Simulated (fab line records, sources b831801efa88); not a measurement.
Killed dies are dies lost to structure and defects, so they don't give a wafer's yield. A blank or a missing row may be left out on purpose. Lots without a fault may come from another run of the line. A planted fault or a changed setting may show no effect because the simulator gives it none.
A struck lot beside a sound one | flow sky130 | 18 steps out of a route of 708
Sound: wafers L706.1, L706.2, L706.4. Struck: wafer L720.3. (L720.2, L720.4 of the same lot were not struck and are left out.) The cause comes at the end.
At each step with rows: each side's tool, then ch and its chambers, then its first start. Under that, the readings that differ: sound wafers | struck wafers | difference of the means | sigmas: that difference in standard deviations of wafers without a fault.
alike: readings whose means differ by less than 2 such deviations, and words and numbers that are the same on both sides. not compared: withheld readings, readings that some wafer has no value for, bounds like >300 that may hide the same value, and numbers for which the record gives no deviation and whose values overlap.
The two part at a step that has a row with sigmas, a row that says differs or no value, or rows on one side only. Numbers that don't overlap but have no deviation are shown without sigmas and don't part them. A reading that every wafer of one side lacks parts them only if that side has two wafers or more.

first, 5 steps without rows for these wafers: SKY_FIELD_ISO_WET_ETCH_28 (etches SiO2 in dHF, target depth 23.7 nm, time 47 s); SKY_FIELD_ISO_WET_ETCH_29 (etches Si3N4 in H3PO4, target depth 160 nm, time 1825 s); SKY_FIELD_ISO_WET_ETCH_30 (etches SiO2 in dHF, target depth 25 nm, time 50 s); SKY_NWELL_CLEAN_00 (cleans in SC1/SC2, time 150 s); SKY_NWELL_OXIDATION_01 (stabilise 600 s, purge 300 s, target thk 10 nm).
SKY_NWELL_THK_MEAS_02:
  sound on film_metro-02, day 3 06:31; struck on film_metro-02, day 6 06:28
  reading                  | sound            | struck | difference | sigmas
  NWELL_OXIDATION_THK (nm) | 10.05 9.94 10.17 | 9.51   | -0.54      | -3
then, 6 steps without rows for these wafers: SKY_DNWELL_DEHYDRATE_00 (time 60 s); SKY_DNWELL_HMDS_01 (prime time 60 s); SKY_DNWELL_COAT_02 (resist thk 3000 nm); SKY_DNWELL_SOFTBAKE_03; SKY_DNWELL_EXPOSE_04 (exposes mask DNM, target cd 3000 nm); SKY_DNWELL_PEB_05.
SKY_DNWELL_DEVELOP_06: develop time 60 s.
  sound on litho_track-03 ch 0, day 3 22:00; struck on litho_track-03 ch 0, day 7 02:00
then, 1 step without rows for these wafers: SKY_DNWELL_IMPLANT_07.
SKY_DNWELL_STRIP_08: strips in O2/N2.
  sound on plasma_asher-03 ch 0,1, day 3 22:32; struck on plasma_asher-02 ch 0, day 7 02:17
  alike: drypump_motor_current_A, oes_product_au, strip_time_to_endpoint_s
  not compared: rf_hours_counter_h
SKY_DNWELL_TW_MEAS_09:
  sound on film_metro-04, day 3 22:38; struck on film_metro-01, day 7 02:24
  reading   | sound          | struck | difference | sigmas
  DNWELL_TW | 1112 1114 1114 | 525    | -588       | -59
then, 1 step without rows for these wafers: SKY_PWDE_DEHYDRATE_00 (time 60 s).
-- the record jumps here: 44 days lie between the struck wafers' starts before and after (it left off in module PWDE and takes up again in module PAD_OPEN, whose first step shown is number 708 of the route) --
SKY_PAD_OPEN_PROBE_99:
  sound on prober-02, day 47 15:32; struck on prober-01, day 50 14:59
  reading             | sound    | struck | difference | sigmas
  killed_at_front_end | 11 11 11 | 412    | +401       | +89
  killed_dies         | 89 90 85 | 492    | +404       | +45
  killed_on_rim       | 16 22 10 | 96     | +80        | +22
  alike: killed_at_M0_to_M3, killed_at_M4_up, killed_at_contacts, killed_at_other, killed_open, killed_short

WHERE THEY PART
First at SKY_NWELL_THK_MEAS_02; last, within this record, at SKY_PAD_OPEN_PROBE_99.

WHY: what the simulator had put in
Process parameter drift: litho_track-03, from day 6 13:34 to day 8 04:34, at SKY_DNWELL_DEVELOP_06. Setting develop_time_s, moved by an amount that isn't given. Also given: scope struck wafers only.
